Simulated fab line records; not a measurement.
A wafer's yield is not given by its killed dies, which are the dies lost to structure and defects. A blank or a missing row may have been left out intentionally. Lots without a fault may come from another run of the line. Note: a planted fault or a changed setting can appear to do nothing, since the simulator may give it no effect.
fab line records | flow sfq-line
record lots=15 wafers=45 last-day=91
route steps=325 shown M4@149
lots that met no fault: from a run of the same line without faults
start-h: the number of hours between the record's first day and the start of the first shown wafer of the lot | wait-h: time in hours since the lot's previous step | " identical to the entry in the row above | L1.1+2: a single row standing in for several wafers | - value missing, or start not given | * or withheld: withheld | < > ~ a bound
route shown NAME@n: names a module that has steps shown in the file, with the first one's number in the route | usual: average and standard deviation across the fault-free wafers | same: alike in all rows | chamber/n: place in a boat | sites: per-site readings | _std_site: standard deviation of those values | _edge_site: outer sites' mean less inner sites' | radius-mm: for every site, how far away it sits from the centre of the wafer | mask NAME#n: copy n | behind: tool/chamber where the wafer was last shaped | hold: what put the lot on hold/how long, in hours/how the hold closed | device: the transistor (n, p or np) that didn't switch | end of line: at the end of the route, the tests of the same wafers | a step without rows: its recipe alone | killed: dies that structure and defects cost at the first sort, which is not the same as the wafer's yield | map: shows each die of a wafer: x if killed, . if not, _ if none is there
set.NAME: the setting the step ran with; set.NAME@STEP: the setting that earlier step ran with | model.NAME: the simulator's own value behind a step, which no gauge read
a sample of lots followed through the steps of the route, with each step as a table and each wafer as a row
services: the hour from which a tool's chamber was out of use, counted from the record's first day as start-h (under 0 if before that day), plus the number of hours and why
## steps
# step SFQ_TRILAYER_M4_DEP_SPUTTER_091
# recipe material=Nb base-pressure-pa=1.33e-06 chamber-pressure-pa=0.1333 substrate-temp-c=20 resputter-cathode-voltage-v=400 target-thk-nm=200 power-w=2000 time-s=133.3
# usual substrate-temp-c=20.01/0.11 throttle-valve-pct=30.3/1
# columns lot.wafer tool chamber start-h wait-h substrate-temp-c throttle-valve-pct
L884.1 pvd-sputter-04 - 1023.15 0.0 19.99 31.4
L884.2 " - " " 20.18 30.2
L884.3 " - " " 19.81 29.9
L884.1 pvd-sputter-04 - 1023.41 0.2 20.15 31.1
L884.2 " - " " 19.98 30.5
L884.3 " - " " 20.10 30.0
L885.1 pvd-sputter-05 - 1037.20 0.0 19.87 31.8
L885.2 " - " " 20.05 31.0
L885.3 " - " " 20.11 29.5
L885.1 pvd-sputter-05 - 1037.46 0.2 20.00 32.1
L885.2 " - " " 19.95 31.4
L885.3 " - " " 19.93 29.4
L886.1 pvd-sputter-05 - 1040.80 0.0 20.04 30.1
L886.4 " - " " 19.90 30.8
L886.5 " - " " 20.18 29.2
L886.1 pvd-sputter-05 - 1041.06 0.2 19.80 30.1
L886.4 " - " " 20.09 30.9
L886.5 " - " " 20.06 29.4
L889.2 pvd-sputter-06 - 1061.20 0.0 20.10 30.9
L889.4 " - " " 20.02 30.6
L889.5 " - " " 19.91 31.0
L895.1 pvd-sputter-05 - 1143.99 0.0 20.21 31.1
L895.4 " - " " 19.76 29.4
L895.6 " - " " 19.96 30.1
L896.3 pvd-sputter-06 - 1148.80 0.0 19.96 28.8
L896.4 " - " " 19.99 31.1
L896.6 " - " " 19.98 28.6
L897.2 pvd-sputter-05 - 1149.99 0.0 20.08 32.0
L897.3 " - " " 19.92 31.3
L897.5 " - " " 20.06 29.3
L899.2 pvd-sputter-05 - 1160.72 0.0 19.77 30.1
L899.4 " - " " 20.13 32.0
L899.6 " - " " 20.03 29.5
L900.2 pvd-sputter-04 - 1164.32 0.0 20.19 29.8
L900.3 " - " " 20.13 30.5
L900.4 " - " " 19.89 30.0
L901.2 pvd-sputter-05 - 1166.72 0.0 20.09 30.1
L901.4 " - " " 20.08 31.3
L901.6 " - " " 19.99 30.1
L902.3 pvd-sputter-04 - 1171.52 0.0 19.75 31.3
L902.5 " - " " 20.02 29.9
L902.6 " - " " 20.12 29.8
L903.2 pvd-sputter-06 - 1175.12 0.0 20.11 31.1
L903.5 " - " " 20.12 28.5
L903.6 " - " " 20.00 28.6
L904.1 pvd-sputter-04 - 1181.12 0.0 19.61 29.8
L904.2 " - " " 20.01 30.5
L904.5 " - " " 20.08 31.6
L905.2 pvd-sputter-05 - 1187.12 0.0 19.99 30.0
L905.3 " - " " 20.10 29.5
L905.5 " - " " 20.00 29.7
L906.1 pvd-sputter-06 - 1222.77 0.0 19.83 31.2
L906.5 " - " " 20.10 31.0
L906.6 " - " " 19.99 28.3
# step SFQ_M4_RS_MEAS_924
# recipe thk-meas-gauge=four-point-probe reads=Nb_of_TRILAYER_M4_DEP_SPUTTER_091
# usual M4_NB_RS=0.890/0.011
# columns lot.wafer tool chamber start-h wait-h M4_NB_RS[ohm/sq]
L884.1 film-metro-02 - 1023.50 0.0 0.446
L884.2 " - " " 0.448
L884.3 " - " " 0.441
L885.1 film-metro-02 - 1037.55 0.0 0.439
L885.2 " - " " 0.447
L885.3 " - " " 0.445
L886.1 film-metro-02 - 1041.15 0.0 0.440
L886.4 " - " " 0.443
L886.5 " - " " 0.442
L889.2 film-metro-01 - 1061.31 0.1 0.886
L889.4 " - " " 0.895
L889.5 " - " " 0.891
L895.1 film-metro-03 - 1144.08 0.0 0.909
L895.4 " - " " 0.903
L895.6 " - " " 0.899
L896.3 film-metro-02 - 1148.93 0.1 0.873
L896.4 " - " " 0.877
L896.6 " - " " 0.868
L897.2 film-metro-01 - 1150.10 0.1 0.881
L897.3 " - " " 0.902
L897.5 " - " " 0.888
L899.2 film-metro-02 - 1160.83 0.1 0.900
L899.4 " - " " 0.894
L899.6 " - " " 0.901
L900.2 film-metro-03 - 1164.43 0.1 0.896
L900.3 " - " " 0.884
L900.4 " - " " 0.878
L901.2 film-metro-01 - 1166.83 0.1 0.897
L901.4 " - " " 0.905
L901.6 " - " " 0.898
L902.3 film-metro-01 - 1171.65 0.1 0.888
L902.5 " - " " 0.882
L902.6 " - " " 0.892
L903.2 film-metro-02 - 1175.23 0.1 0.885
L903.5 " - " " 0.874
L903.6 " - " " 0.869
L904.1 film-metro-01 - 1181.21 0.0 0.897
L904.2 " - " " 0.890
L904.5 " - " " 0.881
L905.2 film-metro-01 - 1187.23 0.1 0.907
L905.3 " - " " 0.912
L905.5 " - " " 0.914
L906.1 film-metro-01 - 1222.86 0.0 0.877
L906.5 " - " " 0.888
L906.6 " - " " 0.872
# step SFQ_TRILAYER_M4_ETCH_METAL_ETCH_096
# recipe target=Nb stop-on=SiO2 mask-material=PR chemistry=Cl2/Ar target-depth-nm=240 icp-w=600 bias-w=80 pressure-mtorr=10 time-s=120
# usual drypump-motor-current-A=5.4/0.47 oes-product-au=0.895/0.0075
# columns lot.wafer tool chamber start-h wait-h drypump-motor-current-A oes-product-au rf-hours-counter-h
L884.1 rie-metal-04 0 1164.62 0.0 5.4 1.004 126
L884.2 " 1 " " 4.9 1.008 29
L884.3 " 0 " " 5.4 1.011 -
L885.1 rie-metal-02 1 1179.08 0.1 4.8 0.990 65
L885.2 " 1 " " 4.8 1.000 -
L885.3 " 1 " " 4.8 0.995 -
L886.1 rie-metal-01 0 1185.02 0.0 6.0 1.007 20
L886.4 " 0 " " 6.0 0.992 -
L886.5 " 0 " " 6.0 0.996 -
L889.2 rie-metal-04 1 1208.54 0.0 4.9 0.903 35
L889.4 " 0 " " 5.4 0.891 -
L889.5 " 0 " " 5.4 0.897 -
L895.1 rie-metal-04 1 1277.13 0.1 5.0 0.890 44
L895.4 " 1 " " 4.9 0.884 -
L895.6 " 1 " " 4.9 0.896 -
L896.3 rie-metal-02 0 1285.51 0.1 5.7 0.904 -
L896.4 " 1 " " 4.8 0.902 -
L896.6 " 1 " " 4.8 0.910 -
L897.2 rie-metal-01 1 1286.67 0.0 5.8 0.898 126
L897.3 " 1 " " 5.8 0.889 -
L897.5 " 1 " " 5.8 0.895 -
L899.2 rie-metal-01 0 1301.19 0.0 6.0 0.892 34
L899.4 " 1 " " 5.8 0.892 -
L899.6 " 0 " " 6.0 0.887 -
L900.2 rie-metal-01 0 1303.59 0.0 6.0 0.896 34
L900.3 " 0 " " 6.0 0.898 -
L900.4 " 1 " " 5.8 0.903 -
L901.2 rie-metal-02 0 1306.12 0.0 5.7 0.889 5
L901.4 " 0 " " 5.7 0.893 -
L901.6 " 0 " " 5.7 0.891 -
L902.3 rie-metal-04 1 1311.54 0.1 4.9 0.899 -
L902.5 " 0 " " 5.4 0.896 -
L902.6 " 1 " " 4.9 0.893 -
L903.2 rie-metal-04 1 1317.50 0.0 4.9 0.900 51
L903.5 " 1 " " 5.0 0.898 -
L903.6 " 0 " " 5.4 0.903 -
L904.1 rie-metal-01 0 1322.03 0.1 6.0 0.891 37
L904.2 " 0 " " 6.0 0.890 -
L904.5 " 0 " " 6.0 0.902 -
L905.2 rie-metal-01 0 1326.87 0.1 6.0 0.882 -
L905.3 " 0 " " 6.0 0.883 -
L905.5 " 0 " " 6.0 0.885 -
L906.1 rie-metal-04 1 1362.91 0.0 5.0 0.906 60
L906.5 " 0 " " 5.4 0.892 -
L906.6 " 1 " " 5.0 0.908 -
## services
# columns tool chamber start-h hours kind
pvd-sputter-06 - 1008.43 1.3 repair
pvd-sputter-05 - 1054.54 3.3 repair
rie-metal-02 - 1063.43 2.8 pm
rie-metal-04 - 1065.59 0.6 repair
pvd-sputter-05 - 1085.49 3.5 repair
pvd-sputter-06 - 1091.72 4.9 repair
pvd-sputter-05 - 1102.07 10.1 repair
pvd-sputter-05 - 1106.37 10.7 repair
pvd-sputter-04 - 1143.61 4.1 repair
rie-metal-04 0 1145.30 4.5 repair
rie-metal-01 1 1168.74 9.6 repair
pvd-sputter-05 - 1169.49 2.7 repair
rie-metal-02 0 1177.78 2.8 repair
rie-metal-02 1 1213.46 10.4 repair
pvd-sputter-04 - 1222.40 9.2 repair
pvd-sputter-05 - 1228.38 1.0 repair
pvd-sputter-04 - 1235.63 1.6 repair
pvd-sputter-06 - 1246.15 2.8 repair
pvd-sputter-05 - 1257.82 2.6 repair
pvd-sputter-04 - 1267.23 2.7 repair
pvd-sputter-06 - 1284.23 10.0 repair
pvd-sputter-05 - 1325.44 22.5 repair
pvd-sputter-04 - 1333.81 1.1 repair
pvd-sputter-04 - 1359.00 2.3 repair
## key
first-sign step=SFQ_TRILAYER_M4_DEP_SPUTTER_091 reading=visit direction=added
effect step=SFQ_M4_RS_MEAS_924 reading=M4_NB_RS direction=down sigmas=40 usual=0.890 struck=0.444
effect step=SFQ_TRILAYER_M4_ETCH_METAL_ETCH_096 reading=oes-product-au direction=up sigmas=14 usual=0.895 struck=1.000
met-at SFQ_TRILAYER_M4_DEP_SPUTTER_091
struck-lots L884,L885,L886
fault kind=repeated-step-whole tool=pvd-sputter-04,pvd-sputter-05,pvd-sputter-06 chamber=- onset-h=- steps=SFQ_TRILAYER_M4_DEP_SPUTTER_091 times=1 scope=struck-lots-only
